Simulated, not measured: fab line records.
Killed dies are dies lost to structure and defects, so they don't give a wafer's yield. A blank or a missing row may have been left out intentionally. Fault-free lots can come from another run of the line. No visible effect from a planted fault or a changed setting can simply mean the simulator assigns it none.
fab line records	flow sfqLine
[record] lots = 15	wafers = 44	lastDay = 87
route steps=325 shown C5@249 M6@264 I7@297
lots with no fault: from the same line, run without faults
startH: the number of hours between the record's first day and the start of the first shown wafer of the lot	waitH: hours from the lot's prior step to this one	" same as the row above	L1.1+2: several wafers, shown together as one row	- either no value or no given start	* or withheld: withheld	< > ~ a bound
route shown NAME@n: a module of which the file shows steps, and the number in the route of the first	usual: the fault-free wafers' mean and standard deviation	same: alike in all rows	chamber/n: place in a boat	sites: each site's reading	_std_site: standard deviation of those values	_edge_site: mean of outer sites minus mean of inner sites	radiusMm: for every site, how far away it sits from the centre of the wafer	mask NAME#n: copy n	behind: the last tool/chamber to shape the wafer	hold: what put the lot on hold/how long, in hours/how the hold closed	device: whichever transistor did not switch (one of n, p or np)	end of line: tests of these same wafers at the route's end	step lacking rows: just its recipe	killed: the dies lost at the first sort to structure and to defects; this is not the yield of the wafer	map: a wafer's dies, x killed, . not, _ none there
set.NAME: the setting as run; set.NAME@STEP: as run at that earlier step	model.NAME: the simulator's own value behind a step, which no gauge read
the route's steps for a sample of lots (tables are steps, rows are wafers)
services: the hour from which a tool's chamber was out of use, counted from the record's first day as startH (under 0 if before that day), plus the number of hours and why
[[steps]]
[step SFQ_TRILAYER_C5_STRIP_STRIP_155]
[recipe] gas = O2	powerW = 200	platenTempC = 40	overashFraction = 0.65	chemistry = O2	pressureMtorr = 50
[usual] drypumpMotorCurrentA = 5.6/0.43	oesProductAu = 0.999/0.0066	platenTempC = 40.00/0.11
lot.wafer	tool	chamber	startH	waitH	drypumpMotorCurrentA	oesProductAu	platenTempC	rfHoursCounterH
L429.4	rieMetal-04	0	1580.07	-	5.6	0.980	40.02	-
L429.5	"	0	"	"	5.6	0.990	40.20	-
L429.6	"	1	"	"	5.6	1.001	39.99	-
L430.1	rieMetal-03	1	1581.07	-	4.8	1.004	40.12	106
L430.2	"	0	"	"	6.1	1.010	40.06	14
L430.3	"	0	"	"	6.2	1.006	40.09	-
L432.1	rieMetal-04	1	1653.98	-	5.7	1.002	40.10	49
L432.2	"	0	"	"	5.6	1.009	40.14	64
L432.4	"	1	"	"	5.6	1.002	40.05	-
L433.3	rieMetal-01	0	1657.78	-	5.2	1.001	39.90	-
L433.4	"	1	"	"	6.0	0.999	40.01	-
L433.5	"	1	"	"	6.0	1.009	39.91	-
L434.3	rieMetal-03	0	1662.70	-	6.2	1.006	39.87	-
L434.4	"	1	"	"	4.8	1.007	39.82	-
L434.5	"	0	"	"	6.2	1.004	39.69	-
L435.1	rieMetal-04	1	1663.70	-	5.7	0.998	39.97	51
L435.4	"	1	"	"	5.7	0.994	40.04	-
L435.6	"	0	"	"	5.6	0.998	39.85	-
L438.1	rieMetal-01	0	1674.63	-	5.2	0.998	40.05	65
L438.3	"	0	"	"	5.2	0.993	40.22	-
L438.4	"	1	"	"	6.0	0.998	40.04	-
L440.2	rieMetal-03	0	1690.45	-	6.1	1.009	40.15	33
L440.5	"	0	"	"	6.2	0.996	40.13	-
L441.2	rieMetal-01	1	1702.45	-	6.0	0.988	39.90	85
L441.3	"	1	"	"	6.0	0.999	40.00	-
L441.5	"	0	"	"	5.2	0.986	39.82	-
L442.1	rieMetal-03	1	1707.25	-	4.8	1.008	40.01	121
L442.5	"	0	"	"	6.2	0.995	39.98	-
L442.6	"	1	"	"	4.8	1.008	39.91	-
L443.3	rieMetal-01	0	1709.85	-	5.2	0.995	40.22	-
L443.4	"	1	"	"	6.0	1.002	40.04	-
L443.6	"	1	"	"	6.0	1.000	40.04	-
L448.3	rieMetal-01	0	1737.67	-	5.2	0.998	39.96	-
L448.4	"	1	"	"	6.0	1.000	39.99	-
L448.6	"	1	"	"	6.0	1.004	39.98	-
L449.1	rieMetal-01	0	1739.91	-	5.2	0.997	39.81	74
L449.4	"	0	"	"	5.2	1.002	39.95	-
L449.5	"	1	"	"	6.0	0.993	39.92	-
L450.2	rieMetal-01	1	1744.67	-	5.9	1.005	40.07	90
L450.3	"	1	"	"	6.0	0.995	39.95	-
L450.5	"	0	"	"	5.2	0.996	39.99	-
L452.1	rieMetal-01	1	1754.39	-	6.0	0.991	39.79	92
L452.3	"	0	"	"	5.2	0.997	39.92	-
L452.5	"	0	"	"	5.2	0.998	39.94	-
[step SFQ_TRILAYER_M6_STRIP_STRIP_163]
[recipe] gas = O2	powerW = 200	platenTempC = 40	overashFraction = 0.65	chemistry = O2	pressureMtorr = 50
[usual] drypumpMotorCurrentA = 5.6/0.36	oesProductAu = 1.001/0.0093	platenTempC = 40.02/0.11
lot.wafer	tool	chamber	startH	waitH	drypumpMotorCurrentA	oesProductAu	platenTempC	rfHoursCounterH
L429.4	rieMetal-04	1	1703.94	0.2	5.7	0.992	40.09	-
L429.5	"	1	"	"	5.7	1.007	40.13	-
L429.6	"	0	"	"	5.6	0.992	39.93	-
L430.1	rieMetal-02	1	1704.94	0.1	5.8	1.006	40.01	116
L430.2	"	0	"	"	5.6	1.005	40.03	70
L430.3	"	0	"	"	5.6	1.003	39.99	-
L432.1	rieMetal-02	0	1749.69	0.1	5.6	0.994	40.08	76
L432.2	"	1	"	"	5.7	1.013	39.69	122
L432.4	"	0	"	"	5.6	1.003	39.94	-
L433.3	rieMetal-02	1	1753.49	0.2	5.8	1.013	40.15	-
L433.4	"	0	"	"	5.6	1.001	40.07	-
L433.5	"	0	"	"	5.6	1.017	40.16	-
L434.3	rieMetal-03	0	1758.29	0.2	6.1	0.998	39.99	-
L434.4	"	1	"	"	4.8	1.002	39.92	-
L434.5	"	1	"	"	4.8	1.005	39.99	-
L435.1	rieMetal-03	0	1761.88	0.2	6.2	1.003	40.14	42
L435.4	"	0	"	"	6.1	1.002	40.00	-
L435.6	"	0	"	"	6.2	1.006	39.95	-
L438.1	rieMetal-02	0	1771.48	0.2	5.6	0.998	40.03	79
L438.3	"	0	"	"	5.6	0.998	40.01	-
L438.4	"	0	"	"	5.6	1.004	40.07	-
L440.2	rieMetal-03	0	1790.49	0.1	6.2	1.010	40.10	47
L440.5	"	0	"	"	6.1	1.007	39.97	-
L441.2	rieMetal-03	0	1803.69	0.1	6.1	1.004	40.17	49
L441.3	"	1	"	"	4.8	0.989	40.03	-
L441.5	"	0	"	"	6.1	1.002	40.11	-
L442.1	rieMetal-04	0	1809.61	0.1	5.6	0.988	39.90	84
L442.5	"	0	"	"	5.6	0.995	39.86	-
L442.6	"	1	"	"	5.7	0.992	40.12	-
L443.3	rieMetal-04	0	1812.21	0.2	5.6	0.978	40.02	-
L443.4	"	1	"	"	5.6	0.991	40.08	-
L443.6	"	1	"	"	5.7	0.983	40.11	-
L448.3	rieMetal-04	0	1838.72	0.2	5.5	0.984	40.03	-
L448.4	"	1	"	"	5.7	0.998	40.08	-
L448.6	"	0	"	"	5.6	0.994	40.02	-
L449.1	rieMetal-02	0	1840.92	0.1	5.6	1.014	40.08	88
L449.4	"	1	"	"	5.8	1.010	40.25	-
L449.5	"	1	"	"	5.8	1.019	40.23	-
L450.2	rieMetal-02	0	1846.92	0.1	5.6	1.013	40.13	89
L450.3	"	0	"	"	5.6	1.007	40.01	-
L450.5	"	1	"	"	5.8	1.014	40.03	-
L452.1	rieMetal-04	1	1853.37	0.1	5.7	1.000	40.09	75
L452.3	"	1	"	"	5.7	0.999	40.17	-
L452.5	"	1	"	"	5.6	1.001	40.08	-
[step SFQ_TRILAYER_I7_CMP_CMP_184]
[recipe] material = SiO2	downForcePsi = 3	platenRpm = 60	padVelocityMS = 0.94248
[usual] motorCurrentA = 9.8/0.98	timeToEndpointS = 216/7.9
lot.wafer	tool	chamber	startH	waitH	motorCurrentA	timeToEndpointS
L429.4	cmp-02	0	1915.54	0.0	8.7	221
L429.6	"	0	1917.54	2.0	8.5	231
L429.5	"	1	"	"	10.9	215
L430.1	cmp-01	2	1916.71	0.0	9.4	222
L430.2	"	3	"	"	10.3	220
L430.3	"	1	1918.21	1.5	8.9	216
L432.1	cmp-02	1	1969.17	0.7	10.5	207
L432.4	"	3	1970.17	1.7	10.5	200
L432.2	"	0	"	"	8.9	206
L433.3	cmp-01	1	1974.52	0.0	8.1	209
L433.4	"	3	1975.52	1.0	10.2	225
L433.5	"	1	1976.52	2.0	8.4	213
L434.4	cmp-02	2	1978.77	0.7	11.2	229
L434.3	"	3	"	"	10.5	214
L434.5	"	3	1981.27	3.2	10.8	216
L435.4	cmp-02	3	1982.88	0.0	10.1	221
L435.1	"	0	"	"	9.0	220
L435.6	"	3	1984.88	2.0	10.4	216
L438.3	cmp-02	0	1994.99	0.5	9.1	225
L438.4	"	1	"	"	10.6	282
L438.1	"	2	"	"	11.5	205
L440.2	cmp-02	2	2006.09	1.0	11.7	204
L440.5	"	0	2007.09	2.0	9.2	287
L441.3	cmp-01	1	2013.18	0.9	8.4	201
L441.2	"	2	"	"	9.1	207
L441.5	"	1	2015.18	2.9	8.5	217
L442.1	cmp-02	1	2018.09	1.0	10.5	220
L442.5	"	3	2019.09	2.0	11.4	286
L442.6	"	0	"	"	8.9	228
L443.3	cmp-01	1	2022.18	0.8	8.2	209
L443.4	"	2	"	"	9.7	213
L443.6	"	2	2024.68	3.2	9.1	216
L448.4	cmp-01	1	2043.49	1.7	8.6	212
L448.3	"	2	"	"	9.3	216
L448.6	"	1	2045.49	3.7	8.4	221
L449.1	cmp-01	2	2046.49	2.0	9.8	216
L449.4	"	3	"	"	9.9	226
L449.5	"	1	2047.99	3.5	9.1	226
L450.2	cmp-01	0	2049.49	2.6	9.7	214
L450.3	"	1	"	"	8.3	210
L450.5	"	3	2050.99	4.1	9.8	211
L452.3	cmp-01	2	2055.49	3.8	9.2	224
L452.1	"	3	"	"	9.8	213
L452.5	"	2	2057.49	5.8	9.1	227
[step SFQ_I7_BOW_MEAS_946]
[recipe] mode = bow
[usual] I7_BOW = 9/9
lot.wafer	tool	chamber	startH	waitH	I7_BOW[um]
L429.4	filmMetro-02	-	1918.60	2.6	10
L429.5	"	-	"	"	9
L429.6	"	-	"	"	8
L430.1	filmMetro-03	-	1919.71	2.5	12
L430.2	"	-	"	"	7
L430.3	"	-	"	"	10
L432.1	filmMetro-02	-	1972.17	2.5	12
L432.2	"	-	"	"	17
L432.4	"	-	"	"	11
L433.3	filmMetro-01	-	1977.56	2.5	6
L433.4	"	-	"	"	-1
L433.5	"	-	"	"	5
L434.3	filmMetro-01	-	1981.81	2.0	0
L434.4	"	-	"	"	5
L434.5	"	-	"	"	-3
L435.1	filmMetro-01	-	1985.88	2.0	3
L435.4	"	-	"	"	17
L435.6	"	-	"	"	6
L438.1	filmMetro-02	-	1997.49	1.0	17
L438.3	"	-	"	"	-3
L438.4	"	-	"	"	-1
L440.2	filmMetro-01	-	2008.11	1.5	29
L440.5	"	-	"	"	17
L441.2	filmMetro-03	-	2016.20	2.0	9
L441.3	"	-	"	"	10
L441.5	"	-	"	"	-1
L442.1	filmMetro-02	-	2020.09	1.5	12
L442.5	"	-	"	"	23
L442.6	"	-	"	"	12
L443.3	filmMetro-03	-	2025.22	2.5	12
L443.4	"	-	"	"	10
L443.6	"	-	"	"	15
L448.3	filmMetro-02	-	2046.03	1.5	18
L448.4	"	-	"	"	19
L448.6	"	-	"	"	29
L449.1	filmMetro-01	-	2048.99	2.0	-7
L449.4	"	-	"	"	2
L449.5	"	-	"	"	9
L450.2	filmMetro-01	-	2052.01	2.0	6
L450.3	"	-	"	"	17
L450.5	"	-	"	"	9
L452.1	filmMetro-03	-	2057.99	1.5	7
L452.3	"	-	"	"	2
L452.5	"	-	"	"	9
[step SFQ_TRILAYER_I7_METRO_MEASURE_185]
[usual] thkNm = 200.1/1.1
lot.wafer	tool	chamber	startH	waitH	thkNm
L429.4	filmMetro-02	-	1919.26	0.6	201.5
L429.5	"	-	"	"	202.0
L429.6	"	-	"	"	200.8
L430.1	filmMetro-03	-	1919.83	0.1	199.9
L430.2	"	-	"	"	199.7
L430.3	"	-	"	"	198.2
L432.1	filmMetro-02	-	1972.29	0.1	200.3
L432.2	"	-	"	"	199.6
L432.4	"	-	"	"	197.9
L433.3	filmMetro-01	-	1978.04	0.5	200.3
L433.4	"	-	"	"	201.0
L433.5	"	-	"	"	199.9
L434.3	filmMetro-01	-	1982.29	0.5	199.7
L434.4	"	-	"	"	197.5
L434.5	"	-	"	"	199.3
L435.1	filmMetro-01	-	1986.00	0.1	200.6
L435.4	"	-	"	"	199.4
L435.6	"	-	"	"	200.9
L438.1	filmMetro-02	-	1997.61	0.1	200.1
L438.3	"	-	"	"	200.9
L438.4	"	-	"	"	306.3
L440.2	filmMetro-01	-	2008.41	0.3	199.1
L440.5	"	-	"	"	307.9
L441.2	filmMetro-03	-	2016.50	0.3	199.7
L441.3	"	-	"	"	198.4
L441.5	"	-	"	"	198.6
L442.1	filmMetro-02	-	2020.21	0.1	199.7
L442.5	"	-	"	"	306.3
L442.6	"	-	"	"	199.7
L443.3	filmMetro-03	-	2025.70	0.5	197.8
L443.4	"	-	"	"	199.0
L443.6	"	-	"	"	198.7
L448.3	filmMetro-02	-	2046.51	0.5	200.5
L448.4	"	-	"	"	200.5
L448.6	"	-	"	"	199.8
L449.1	filmMetro-01	-	2049.11	0.1	199.8
L449.4	"	-	"	"	200.8
L449.5	"	-	"	"	197.3
L450.2	filmMetro-01	-	2052.31	0.3	201.4
L450.3	"	-	"	"	198.8
L450.5	"	-	"	"	199.6
L452.1	filmMetro-03	-	2058.11	0.1	200.3
L452.3	"	-	"	"	201.0
L452.5	"	-	"	"	201.1
[step SFQ_TRILAYER_I7_VIA_ETCH_VIA_ETCH_190]
[recipe] target = SiO2	stopOn = Nb	maskMaterial = PR	taperDeg = 20	chemistry = CHF3	targetDepthNm = 260	sourceW = 500	biasW = 80	pressureMtorr = 30	timeS = withheld
[usual] drypumpMotorCurrentA = 5.8/0.56	oesProductAu = 0.855/0.0049
lot.wafer	tool	chamber	startH	waitH	drypumpMotorCurrentA	oesProductAu
L429.4	rieDiel-02	1	1922.92	0.0	4.8	0.864
L429.5	"	1	"	"	4.8	0.850
L429.6	"	0	"	"	6.0	0.859
L430.1	rieDiel-01	2	1925.49	0.0	5.8	0.858
L430.2	"	1	"	"	5.0	0.857
L430.3	"	0	"	"	5.4	0.853
L432.1	rieDiel-01	1	1978.96	0.0	5.0	0.858
L432.2	"	0	"	"	5.5	0.854
L432.4	"	3	"	"	6.0	0.841
L433.3	rieDiel-02	0	1992.58	0.0	6.0	0.854
L433.4	"	1	"	"	4.8	0.860
L433.5	"	3	"	"	5.7	0.845
L434.3	rieDiel-01	1	1997.38	0.0	5.0	0.861
L434.4	"	0	"	"	5.5	0.843
L434.5	"	1	"	"	5.0	0.859
L435.1	rieDiel-03	1	1999.79	0.0	6.9	0.855
L435.4	"	0	"	"	6.2	0.850
L435.6	"	1	"	"	6.8	0.853
L438.1	rieDiel-03	2	2011.58	0.0	6.4	0.855
L438.3	"	1	"	"	6.8	0.856
L438.4	"	0	"	"	6.2	0.993
L440.2	rieDiel-03	2	2021.18	0.0	6.4	0.851
L440.5	"	3	"	"	5.8	0.986
L441.2	rieDiel-02	2	2025.98	0.0	6.3	0.856
L441.3	"	3	"	"	5.7	0.853
L441.5	"	0	"	"	6.0	0.854
L442.1	rieDiel-03	1	2028.38	0.0	6.8	0.862
L442.5	"	0	"	"	6.1	1.002
L442.6	"	3	"	"	5.8	0.856
L443.3	rieDiel-02	3	2031.98	0.0	5.7	0.857
L443.4	"	0	"	"	6.0	0.852
L443.6	"	1	"	"	4.8	0.851
L448.3	rieDiel-01	3	2051.18	0.0	6.1	0.856
L448.4	"	2	"	"	5.8	0.856
L448.6	"	0	"	"	5.4	0.851
L449.1	rieDiel-02	3	2054.78	0.0	5.7	0.847
L449.4	"	1	"	"	4.8	0.856
L449.5	"	3	"	"	5.7	0.845
L450.2	rieDiel-01	3	2059.58	0.0	6.1	0.859
L450.3	"	2	"	"	5.8	0.847
L450.5	"	3	"	"	6.1	0.852
L452.1	rieDiel-02	3	2065.58	0.0	5.7	0.850
L452.3	"	1	"	"	4.8	0.852
L452.5	"	0	"	"	6.0	0.853
[[services]]
tool	chamber	startH	hours	kind
rieMetal-01	-	1558.18	2.8	pm
rieMetal-04	-	1558.43	2.8	pm
rieMetal-03	1	1586.17	28.9	repair
cmp-01	-	1601.22	4.0	pm
cmp-01	-	1616.69	1.9	repair
rieMetal-03	0	1639.65	9.6	repair
cmp-01	-	1648.58	5.2	pm
rieMetal-03	-	1660.20	0.1	repair
cmp-01	-	1665.51	1.3	repair
rieMetal-01	1	1670.83	3.3	repair
rieMetal-03	-	1698.23	0.5	repair
rieMetal-04	-	1700.52	0.2	repair
rieMetal-01	1	1717.00	2.7	repair
cmp-01	-	1732.21	0.5	repair
cmp-01	-	1741.26	0.3	repair
cmp-01	-	1747.95	7.0	pm
rieMetal-03	0	1749.06	3.4	repair
rieMetal-04	-	1773.90	0.7	repair
rieMetal-03	-	1834.82	14.6	pm
rieMetal-03	-	1892.23	2.8	pm
cmp-01	-	1935.81	1.1	repair
cmp-01	-	1942.64	4.0	pm
cmp-01	-	2025.18	5.1	pm
cmp-01	-	2030.28	6.7	pm
[[key]]
[firstSign] step = SFQ_TRILAYER_I7_CMP_CMP_184	reading = timeToEndpointS	direction = up	sigmas = 8.7	usual = *	struck = *
[effect] step = SFQ_TRILAYER_I7_METRO_MEASURE_185	reading = thkNm	direction = up	sigmas = 97	usual = 200.1	struck = 306.8
[effect] step = SFQ_TRILAYER_I7_VIA_ETCH_VIA_ETCH_190	reading = oesProductAu	direction = up	sigmas = 28	usual = 0.855	struck = 0.994
metAt SFQ_TRILAYER_I7_CMP_CMP_184
struckLots L438,L440,L442
struckWafers L438.4,L440.5,L442.5
notActingAt SFQ_TRILAYER_C5_STRIP_STRIP_155,SFQ_TRILAYER_M6_STRIP_STRIP_163,SFQ_I7_BOW_MEAS_946
onsetBetween 1982.88 1994.99
[fault] kind = processParameterDrift	tool = cmp-02	chamber = -	onsetH = 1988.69	steps = SFQ_TRILAYER_I7_CMP_CMP_184	channel = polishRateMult	offset = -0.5	shape = step	endH = 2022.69	scope = struckWafersOnly
